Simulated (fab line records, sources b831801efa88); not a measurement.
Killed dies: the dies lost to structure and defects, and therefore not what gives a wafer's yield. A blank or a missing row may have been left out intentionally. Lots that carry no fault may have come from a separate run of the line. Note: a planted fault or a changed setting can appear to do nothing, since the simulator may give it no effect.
A sampling plan put to the test -- flow sky130 -- each of the 15 faults these records tell of, on one fab line, judged from the records of the lots it struck
The line's own looks make up the plan; these are the steps of the route where a gauge or inspection reads the wafer and leaves it unchanged. A look can be judged if struck wafers have a number there and the file gives its usual mean and standard deviation on fault-free wafers. Caught: a look later than the fault's first step finds the struck wafers' mean 4 or more of those standard deviations (sigma) from the usual mean. On the tool: the fault's steps, tested the same way using the tool's own readings. Also counted as caught: the struck wafers showing another recipe, or a record that is empty for them alone.

## THE FAULTS, as the simulator had put them in
1. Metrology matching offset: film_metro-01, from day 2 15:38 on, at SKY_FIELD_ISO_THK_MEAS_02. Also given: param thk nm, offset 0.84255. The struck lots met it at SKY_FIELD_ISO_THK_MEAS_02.
2. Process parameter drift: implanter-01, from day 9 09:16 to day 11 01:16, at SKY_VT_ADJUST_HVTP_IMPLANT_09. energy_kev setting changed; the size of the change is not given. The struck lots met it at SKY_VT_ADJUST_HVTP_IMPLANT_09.
3. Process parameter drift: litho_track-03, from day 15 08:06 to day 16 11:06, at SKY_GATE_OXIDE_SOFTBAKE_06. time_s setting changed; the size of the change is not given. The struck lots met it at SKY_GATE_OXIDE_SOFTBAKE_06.
4. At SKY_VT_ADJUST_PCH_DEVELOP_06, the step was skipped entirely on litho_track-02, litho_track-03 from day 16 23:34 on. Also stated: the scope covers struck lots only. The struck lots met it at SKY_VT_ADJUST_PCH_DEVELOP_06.
5. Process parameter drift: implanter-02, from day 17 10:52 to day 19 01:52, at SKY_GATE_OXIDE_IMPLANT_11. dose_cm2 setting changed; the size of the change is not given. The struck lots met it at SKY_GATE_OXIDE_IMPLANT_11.
6. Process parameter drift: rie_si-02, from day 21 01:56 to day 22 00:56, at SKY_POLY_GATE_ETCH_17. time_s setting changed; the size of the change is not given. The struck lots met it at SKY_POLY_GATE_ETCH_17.
7. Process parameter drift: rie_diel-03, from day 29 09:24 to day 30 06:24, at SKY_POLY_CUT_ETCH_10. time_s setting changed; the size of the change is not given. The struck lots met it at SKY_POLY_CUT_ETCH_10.
8. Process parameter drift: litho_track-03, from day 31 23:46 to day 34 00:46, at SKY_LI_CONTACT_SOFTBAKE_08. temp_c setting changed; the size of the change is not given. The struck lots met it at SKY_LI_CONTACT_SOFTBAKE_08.
9. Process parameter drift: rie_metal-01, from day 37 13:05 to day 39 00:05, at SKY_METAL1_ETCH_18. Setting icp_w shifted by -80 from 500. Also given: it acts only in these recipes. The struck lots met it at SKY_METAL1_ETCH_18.
10. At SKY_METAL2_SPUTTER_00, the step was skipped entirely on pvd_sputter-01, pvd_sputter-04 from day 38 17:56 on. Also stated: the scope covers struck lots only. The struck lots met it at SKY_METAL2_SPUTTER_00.
11. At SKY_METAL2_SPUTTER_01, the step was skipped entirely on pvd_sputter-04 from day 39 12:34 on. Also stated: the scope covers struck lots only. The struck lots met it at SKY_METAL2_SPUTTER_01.
12. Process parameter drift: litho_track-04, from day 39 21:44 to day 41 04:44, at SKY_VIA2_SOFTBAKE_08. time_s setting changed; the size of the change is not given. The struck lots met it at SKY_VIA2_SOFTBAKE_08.
13. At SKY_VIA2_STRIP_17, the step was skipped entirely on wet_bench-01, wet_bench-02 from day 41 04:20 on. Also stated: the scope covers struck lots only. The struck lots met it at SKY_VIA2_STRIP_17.
14. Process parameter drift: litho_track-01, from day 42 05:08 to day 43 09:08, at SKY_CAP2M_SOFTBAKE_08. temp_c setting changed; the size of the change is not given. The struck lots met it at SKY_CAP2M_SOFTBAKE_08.
15. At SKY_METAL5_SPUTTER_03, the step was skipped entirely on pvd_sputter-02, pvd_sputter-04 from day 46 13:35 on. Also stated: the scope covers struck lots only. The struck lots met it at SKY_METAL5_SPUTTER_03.

## WHAT THE PLAN SAW
fault,on the tool itself,first look that catches it,"reading, sigma",median hours from its first step to that look,hours from the fault's start to the first struck lot there,judged looks passed uncaught
1,FIELD_ISO_OXIDATION_00_THK +4.4 sigma,none of the 2 looks that can be judged after it,-,-,-,2
2,beam_energy_keV +99 or beyond sigma,none of the 2 looks that can be judged after it,-,-,-,2
3,heater_power_total_W +84 sigma,no look after it can be judged,-,-,-,0
4,the tool's record is blank for the struck wafers,no look after it can be judged,-,-,-,0
5,dose_ions_cm2 +28 sigma,not the one look that can be judged after it,-,-,-,1
6,run_length_s -8.8 sigma,none of the 2 looks that can be judged after it,-,-,-,2
7,oes_product_au -5.5 sigma,not the one look that can be judged after it,-,-,-,1
8,plate_temp_C -15 sigma,not the one look that can be judged after it,-,-,-,1
9,rf_fwd_power_W -34 sigma,none of the 2 looks that can be judged after it,-,-,-,2
10,the tool's record is blank for the struck wafers,no look after it can be judged,-,-,-,0
11,the tool's record is blank for the struck wafers,no look after it can be judged,-,-,-,0
12,run_length_s -99 or beyond sigma,no look after it can be judged,-,-,-,0
13,the tool's record is blank for the struck wafers,no look after it can be judged,-,-,-,0
14,heater_power_total_W +32 sigma,no look after it can be judged,-,-,-,0
15,the tool's record is blank for the struck wafers,no look after it can be judged,-,-,-,0
A dash: the fault is not caught, or the number is missing from these records.

Caught at a look: 0 of 15. Caught on the tool: 15 of 15. By one or the other: 15 of 15.
Faults caught by the tool alone: 1, 2, 3, 4, 5, 6, 7, 8, 9, 10, 11, 12, 13, 14, 15.
